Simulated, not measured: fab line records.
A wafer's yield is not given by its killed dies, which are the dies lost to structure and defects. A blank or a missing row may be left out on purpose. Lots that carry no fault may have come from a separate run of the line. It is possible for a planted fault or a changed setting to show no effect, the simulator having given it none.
fab line records | flow sfqLine
[record] lots = 13 wafers = 38 lastDay = 83
route steps=325 shown I0@44 I6@268
lots that met no fault: from a run of the same line without faults
startH: start of the lot's first displayed wafer, in hours after the record's first day | waitH: time in hours since the lot's previous step | " repeats the value in the row above | L1.1+2: one row covering several wafers at once | - value missing, or start not given | * or withheld: withheld | < > ~ a bound
route shown NAME@n: a module of which the file shows steps, and the number in the route of the first | usual: mean and standard deviation over wafers with no fault | same: alike in all rows | chamber/n: place in a boat | sites: each site's reading | _std_site: the values' standard deviation | _edge_site: mean of outer sites minus mean of inner sites | radiusMm: how far each site lies from the wafer's centre | mask NAME#n: copy n | behind: the tool/chamber that last shaped the wafer | hold: cause of the lot's hold/its duration in hours/its outcome | device: the n, p or np transistor that did not switch | end of line: at the end of the route, the tests of the same wafers | a step with no rows: only its recipe | killed: dies lost to structure and defects at the first sort, not the wafer's yield | map: dies across one wafer; x = killed, . = not, _ = none there
set.NAME: the setting that was run; set.NAME@STEP: the one run at that earlier step | model.NAME: the simulator's own value behind a step, which no gauge read
a sample of lots followed through the steps of the route, with each step as a table and each wafer as a row
services: from which hour (startH, from the record's first day; less than 0 if before it) a tool's chamber was out of use, for how many hours, and why
[[steps]]
[step SFQ_TRILAYER_I0_CMP_CMP_028]
[recipe] material = SiO2 downForcePsi = 3 platenRpm = 60 padVelocityMS = 0.94248
[usual] headPressurePsi = 3.000/0.0061 motorCurrentA = 9.3/0.79 platenRpm = 60.00/0.036 timeToEndpointS = 213/9.2
// columns lot.wafer tool chamber startH waitH headPressurePsi motorCurrentA platenRpm timeToEndpointS
L304.2 cmp-02 0 272.22 0.0 2.995 8.7 59.98 216
L304.3 " 1 " " 3.007 10.0 59.97 206
L304.6 " 1 274.72 2.5 3.013 9.6 59.98 210
L305.3 cmp-02 3 283.44 1.5 3.005 9.6 59.99 216
L305.5 " 0 " " 2.996 9.1 60.03 220
L305.6 " 1 " " 2.995 9.7 59.97 223
L306.1 cmp-02 2 289.69 0.0 2.998 8.6 60.01 208
L306.2 " 0 290.69 1.0 2.996 8.6 59.96 203
L306.5 " 2 291.69 2.0 3.007 8.8 60.00 207
L307.2 cmp-01 2 294.76 1.0 3.003 9.8 60.03 214
L307.1 " 3 " " 3.002 10.6 59.95 230
L307.6 " 0 " " 3.006 9.6 59.98 224
L312.2 cmp-02 0 334.82 1.7 2.993 8.3 60.00 179
L312.5 " 3 336.32 3.2 2.999 9.8 60.01 206
L317.3 cmp-01 1 388.44 0.0 3.003 8.5 60.00 208
L317.2 " 2 " " 3.005 10.1 60.07 213
L317.1 " 3 " " 2.999 10.6 59.96 229
L319.1 cmp-01 2 410.54 0.5 3.003 10.0 60.00 212
L319.2 " 0 411.54 1.5 2.995 9.7 60.00 213
L319.5 " 1 " " 2.999 8.8 59.97 221
L320.1 cmp-02 2 421.70 0.7 3.000 8.1 60.07 203
L320.5 " 2 423.70 2.6 2.988 8.4 60.02 209
L320.6 " 3 " " 3.003 9.9 60.03 194
L321.1 cmp-02 1 434.78 0.5 2.995 9.5 59.99 205
L321.4 " 3 435.78 1.5 3.010 9.9 60.01 210
L321.6 " 1 436.78 2.5 2.992 10.1 59.96 221
L322.1 cmp-02 0 441.36 1.1 2.991 8.5 59.92 214
L322.3 " 1 " " 3.012 9.7 59.97 206
L322.5 " 3 442.97 2.7 3.012 9.6 59.98 201
L323.3 cmp-02 0 451.08 0.0 3.010 9.1 59.94 218
L323.4 " 2 452.08 1.0 3.010 8.3 60.03 218
L323.5 " 1 453.58 2.5 2.991 10.1 59.98 219
L324.2 cmp-02 2 459.60 0.0 3.003 8.5 59.96 206
L324.4 " 0 460.60 1.0 3.006 9.1 60.01 215
L324.6 " 2 461.60 2.0 2.996 8.6 60.03 209
L325.3 cmp-02 0 469.20 0.0 3.000 8.9 60.01 203
L325.1 " 2 470.20 1.0 3.004 8.7 59.97 214
L325.5 " 0 471.20 2.0 3.006 8.7 60.03 221
[step SFQ_TRILAYER_I0_METRO_MEASURE_029]
[usual] thkNm = 200.0/1.2
// columns lot.wafer tool chamber startH waitH thkNm
L304.2 filmMetro-04 - 275.54 0.3 200.6
L304.3 " - " " 200.1
L304.6 " - " " 201.3
L305.3 filmMetro-04 - 285.46 0.5 196.9
L305.5 " - " " 199.8
L305.6 " - " " 199.9
L306.1 filmMetro-03 - 292.81 0.1 198.7
L306.2 " - " " 200.2
L306.5 " - " " 198.7
L307.1 filmMetro-03 - 296.88 0.1 203.4
L307.2 " - " " 200.3
L307.6 " - " " 200.1
L312.2 filmMetro-04 - 337.64 0.3 250.0
L312.5 " - " " 198.3
L317.1 filmMetro-04 - 391.56 0.1 201.1
L317.2 " - " " 200.3
L317.3 " - " " 201.0
L319.1 filmMetro-03 - 413.16 0.1 200.4
L319.2 " - " " 201.5
L319.5 " - " " 201.0
L320.1 filmMetro-03 - 424.82 0.1 199.4
L320.5 " - " " 199.2
L320.6 " - " " 198.0
L321.1 filmMetro-01 - 437.40 0.1 200.7
L321.4 " - " " 198.3
L321.6 " - " " 199.7
L322.1 filmMetro-01 - 443.63 0.1 198.6
L322.3 " - " " 200.7
L322.5 " - " " 198.4
L323.3 filmMetro-01 - 454.60 0.5 200.6
L323.4 " - " " 200.2
L323.5 " - " " 200.3
L324.2 filmMetro-01 - 462.92 0.3 199.0
L324.4 " - " " 200.6
L324.6 " - " " 199.4
L325.1 filmMetro-01 - 472.32 0.1 199.1
L325.3 " - " " 199.9
L325.5 " - " " 200.1
[step SFQ_TRILAYER_I0_VIA_ETCH_VIA_ETCH_034]
[recipe] target = SiO2 stopOn = Nb maskMaterial = PR taperDeg = 20 chemistry = CHF3 targetDepthNm = 260 sourceW = 500 biasW = 80 pressureMtorr = 30 timeS = withheld
[usual] drypumpMotorCurrentA = 5.6/0.45 oesProductAu = 0.854/0.0047
// columns lot.wafer tool chamber startH waitH drypumpMotorCurrentA oesProductAu
L304.2 rieDiel-04 1 399.45 0.0 6.0 0.860
L304.3 " 3 " " 5.6 0.850
L304.6 " 3 " " 5.6 0.856
L305.3 rieDiel-03 2 413.85 0.0 5.7 0.838
L305.5 " 3 " " 5.2 0.851
L305.6 " 0 " " 5.3 0.854
L306.1 rieDiel-02 3 424.88 0.0 6.0 0.850
L306.2 " 0 " " 5.7 0.861
L306.5 " 2 " " 5.0 0.857
L307.1 rieDiel-02 1 430.88 0.0 5.1 0.851
L307.2 " 3 " " 6.0 0.859
L307.6 " 3 " " 6.0 0.861
L312.2 rieDiel-03 3 477.81 0.0 5.2 0.970
L312.5 " 3 " " 5.3 0.851
L317.1 rieDiel-04 0 542.73 0.0 5.1 0.854
L317.2 " 1 " " 6.0 0.851
L317.3 " 3 " " 5.6 0.857
L319.1 rieDiel-04 0 569.81 0.0 5.1 0.851
L319.2 " 2 " " 6.1 0.865
L319.5 " 0 " " 5.1 0.853
L320.1 rieDiel-04 2 579.41 0.0 6.0 0.854
L320.5 " 3 " " 5.6 0.854
L320.6 " 0 " " 5.1 0.853
L321.1 rieDiel-02 1 596.33 0.0 5.2 0.860
L321.4 " 0 " " 5.7 0.849
L321.6 " 2 " " 5.0 0.847
L322.1 rieDiel-02 1 601.13 0.0 5.2 0.852
L322.3 " 2 " " 5.1 0.853
L322.5 " 1 " " 5.1 0.855
L323.3 rieDiel-04 0 611.93 0.0 5.1 0.857
L323.4 " 1 " " 6.0 0.853
L323.5 " 2 " " 6.1 0.848
L324.2 rieDiel-02 1 617.93 0.0 5.1 0.850
L324.4 " 3 " " 6.0 0.857
L324.6 " 1 " " 5.2 0.855
L325.1 rieDiel-04 1 624.06 0.0 6.0 0.857
L325.3 " 2 " " 6.1 0.850
L325.5 " 1 " " 6.0 0.847
[step SFQ_I6_BOW_MEAS_941]
[recipe] mode = bow
[usual] I6_BOW = 8/12
// columns lot.wafer tool chamber startH waitH I6_BOW[um]
L304.2 filmMetro-02 - 1633.59 2.0 -7
L304.3 " - " " -5
L304.6 " - " " -20
L305.3 filmMetro-03 - 1636.61 1.0 16
L305.5 " - " " 14
L305.6 " - " " 10
L306.1 filmMetro-02 - 1636.70 1.0 36
L306.2 " - " " 15
L306.5 " - " " 28
L307.1 filmMetro-03 - 1639.70 1.0 12
L307.2 " - " " 8
L307.6 " - " " 10
L312.2 filmMetro-03 - 1682.29 2.0 8
L312.5 " - " " 12
L317.1 filmMetro-03 - 1721.03 2.0 20
L317.2 " - " " 27
L317.3 " - " " 23
L319.1 filmMetro-03 - 1726.85 1.5 0
L319.2 " - " " -4
L319.5 " - " " 19
L320.1 filmMetro-03 - 1729.85 2.0 21
L320.5 " - " " 9
L320.6 " - " " 20
L321.1 filmMetro-04 - 1772.85 2.0 23
L321.4 " - " " 28
L321.6 " - " " 15
L322.1 filmMetro-04 - 1776.86 2.0 3
L322.3 " - " " 9
L322.5 " - " " 9
L323.3 filmMetro-04 - 1787.07 2.0 -20
L323.4 " - " " -8
L323.5 " - " " -4
L324.2 filmMetro-04 - 1794.70 1.0 8
L324.4 " - " " -3
L324.6 " - " " -5
L325.1 filmMetro-04 - 1820.01 1.5 11
L325.3 " - " " 11
L325.5 " - " " 8
[[services]]
// columns tool chamber startH hours kind
rieDiel-04 0 277.95 7.9 repair
rieDiel-04 2 279.06 1.4 repair
filmMetro-01 - 308.11 1.0 pm
rieDiel-04 0 318.25 11.6 repair
rieDiel-04 - 322.06 2.3 repair
cmp-02 - 342.12 5.2 pm
rieDiel-02 3 344.03 9.7 repair
filmMetro-01 - 358.04 38.8 repair
filmMetro-03 - 368.40 0.6 pm
rieDiel-04 1 391.77 4.7 repair
cmp-02 - 394.68 1.3 repair
filmMetro-01 - 396.85 0.6 pm
cmp-02 - 407.06 4.0 pm
rieDiel-02 1 443.55 7.6 repair
filmMetro-01 - 457.08 0.3 pm
cmp-02 - 474.58 0.4 repair
rieDiel-04 - 521.05 1.1 repair
cmp-02 - 521.63 2.2 repair
rieDiel-02 - 529.20 4.3 pm
rieDiel-02 - 533.53 2.8 pm
filmMetro-01 - 554.07 0.9 pm
rieDiel-04 - 563.74 2.8 pm
cmp-02 - 605.83 1.8 repair
filmMetro-01 - 606.54 0.6 pm
[[key]]
[firstSign] step = SFQ_TRILAYER_I0_CMP_CMP_028 reading = timeToEndpointS direction = down sigmas = 3.8 usual = * struck = *
[effect] step = SFQ_TRILAYER_I0_METRO_MEASURE_029 reading = thkNm direction = up sigmas = 43 usual = 200.0 struck = 250.0
[effect] step = SFQ_TRILAYER_I0_VIA_ETCH_VIA_ETCH_034 reading = oesProductAu direction = up sigmas = 24 usual = 0.854 struck = 0.970
metAt SFQ_TRILAYER_I0_CMP_CMP_028
struckLots L312
struckWafers L312.2
notActingAt SFQ_I6_BOW_MEAS_941
onsetBetween 289.69 334.82
[fault] kind = processParameterDrift tool = cmp-02 chamber = - onsetH = 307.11 steps = SFQ_TRILAYER_I0_CMP_CMP_028 channel = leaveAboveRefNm offset = 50 shape = step endH = 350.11 scope = struckWafersOnly actsIn = theseRecipesOnly stated = 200
